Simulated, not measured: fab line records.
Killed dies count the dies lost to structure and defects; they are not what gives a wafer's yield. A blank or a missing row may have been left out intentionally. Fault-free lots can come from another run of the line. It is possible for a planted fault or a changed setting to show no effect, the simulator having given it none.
Split-lot study | flow sfq_line | 23 wafers read from 5 lots, route of 325 steps

== SPLIT DETAILS ==
At SFQ_TRILAYER_I0_VIA_LITHO_EXPOSE_032 (exposes mask I0, target cd 500 nm), the setting dose_mj was moved away from the recipe's 21.3 on 4 of the 23 wafers read, by -7.3% to +2.3%. This setting was run at the recipe's value on the other wafers.

== FROM THE SPLIT TO THE READING: what the file shows between them, 3 steps ==
- SFQ_TRILAYER_I0_VIA_LITHO_PEB_034: peb time 60 s
- SFQ_TRILAYER_I0_VIA_LITHO_DEVELOP_033: time 60 s
- SFQ_TRILAYER_I0_VIA_BARC_OPEN_VIA_ETCH_046: etches BARC in O2, target depth 125 nm, time 41.7 s

== THE READING ==
I0.cd_nm (the simulator's own value, which no gauge read), in nm, at SFQ_TRILAYER_I0_VIA_ETCH_VIA_ETCH_034 (etches SiO2 in CHF3, stops on Nb, target depth 260 nm). There is no usual value for it anywhere in the file. Here, 19 wafers ran the recipe; their average is 479.2 nm with a standard deviation of 2.1 nm.

wafer  | tool, chamber at the split | dose_mj as run | against the recipe | I0.cd_nm, nm | against lot-mates on the recipe
L074.1 | krf_scanner-02, 0          | 21.3           | recipe             | 478.3        | -
L074.2 | krf_scanner-02, 0          | 21.3           | recipe             | 482.1        | -
L074.3 | krf_scanner-02, 0          | 21.3           | recipe             | 479.7        | -
L074.4 | krf_scanner-02, 0          | 21.3           | recipe             | 481.7        | -
L074.5 | krf_scanner-02, 0          | 21.3           | recipe             | 477.7        | -
L077.1 | krf_scanner-02, 0          | 21.78          | +2.3%              | 483.7        | +2.7
L077.2 | krf_scanner-02, 0          | 21.3           | recipe             | 480.7        | -
L077.3 | krf_scanner-02, 0          | 21.78          | +2.3%              | 484.5        | +3.5
L077.4 | krf_scanner-02, 0          | 21.3           | recipe             | 479.3        | -
L077.5 | krf_scanner-02, 0          | 21.3           | recipe             | 482.9        | -
L078.2 | krf_scanner-02, 0          | 21.3           | recipe             | 477.2        | -
L078.3 | krf_scanner-02, 0          | 21.3           | recipe             | 476.2        | -
L078.4 | krf_scanner-02, 0          | 21.3           | recipe             | 477.7        | -
L078.5 | krf_scanner-02, 0          | 21.3           | recipe             | 476.3        | -
L078.6 | krf_scanner-02, 0          | 21.3           | recipe             | 477.6        | -
L079.1 | krf_scanner-02, 0          | 19.74          | -7.3%              | 467.2        | -13.6
L079.2 | krf_scanner-02, 0          | 19.74          | -7.3%              | 465.2        | -15.6
L079.3 | krf_scanner-02, 0          | 21.3           | recipe             | 481.8        | -
L079.5 | krf_scanner-02, 0          | 21.3           | recipe             | 482          | -
L079.6 | krf_scanner-02, 0          | 21.3           | recipe             | 478.6        | -
L081.1 | krf_scanner-02, 0          | 21.3           | recipe             | 476.5        | -
L081.4 | krf_scanner-02, 0          | 21.3           | recipe             | 479.2        | -
L081.6 | krf_scanner-02, 0          | 21.3           | recipe             | 480.2        | -

FIT RESULTS
A straight line over all 23 wafers: I0.cd_nm changes by +1.82 nm for each +1% of dose_mj; r = +0.90; the points scatter about the line by 2 nm.
The same after taking each lot's own level away (the mean of its wafers on the recipe; 23 wafers): +1.93 nm for each +1%; r = +0.95; scatter 1.4 nm.
On that fit, the largest move of dose_mj shifts the reading by 14 nm.
From 477.00 to 480.97 nm: that is the span of the lots' own levels, equal to 1.9 times the standard deviation above.
So the lot-to-lot level changes the slope little: the two slopes agree.
Check: for one of the wafers moved furthest among these (-7.3%), held out of the fit, the line's prediction against its lot-mates is -14.9 nm. It came out at -13.6 nm against them.

== ADDITIONAL SPLITS CARRIED BY THESE WAFERS ==
These wafers also went through other splits before the reading. Each is held against what the fit with the lots' levels taken away leaves over:
other split on the same wafers                   | wafers away from the commonest value | r with I0.cd_nm (lot level and that fit taken away)
SFQ_TRILAYER_L0_LITHO_COAT_010 resist_thk_nm     | 6                                    | +0.25
SFQ_TRILAYER_L0_BARC_OPEN_METAL_ETCH_010 bias_w  | 3                                    | -0.15
SFQ_TRILAYER_L0_VIA_LITHO_PEB_016 peb_time_s     | 9                                    | +0.01
SFQ_TRILAYER_M0_LITHO_COAT_026 spin_rpm          | 7                                    | -0.40
SFQ_TRILAYER_M0_ETCH_METAL_ETCH_024 icp_w        | 5                                    | +0.00
SFQ_TRILAYER_I0_VIA_LITHO_COAT_036 resist_thk_nm | 9                                    | +0.00

== THE WHOLE CHAIN: every reading that the file lists as answering this split, in the file's order ==
step                                       | what it does                                          | reading                                                   | change (the file's fit)              | r (the file's)
SFQ_TRILAYER_I0_VIA_BARC_OPEN_VIA_ETCH_046 | etches BARC in O2, target depth 125 nm, time 41.7 s   | I0.cd_nm (the simulator's own value, which no gauge read) | +1.71 nm for each +1% of the setting | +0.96
SFQ_TRILAYER_I0_VIA_ETCH_VIA_ETCH_034      | etches SiO2 in CHF3, stops on Nb, target depth 260 nm | I0.cd_nm (the simulator's own value, which no gauge read) | +1.94 nm for each +1% of the setting | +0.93

== THE FILE'S OWN FIT ==
I0.cd_nm changes by +1.94 nm for each +1% of dose_mj, r = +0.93.
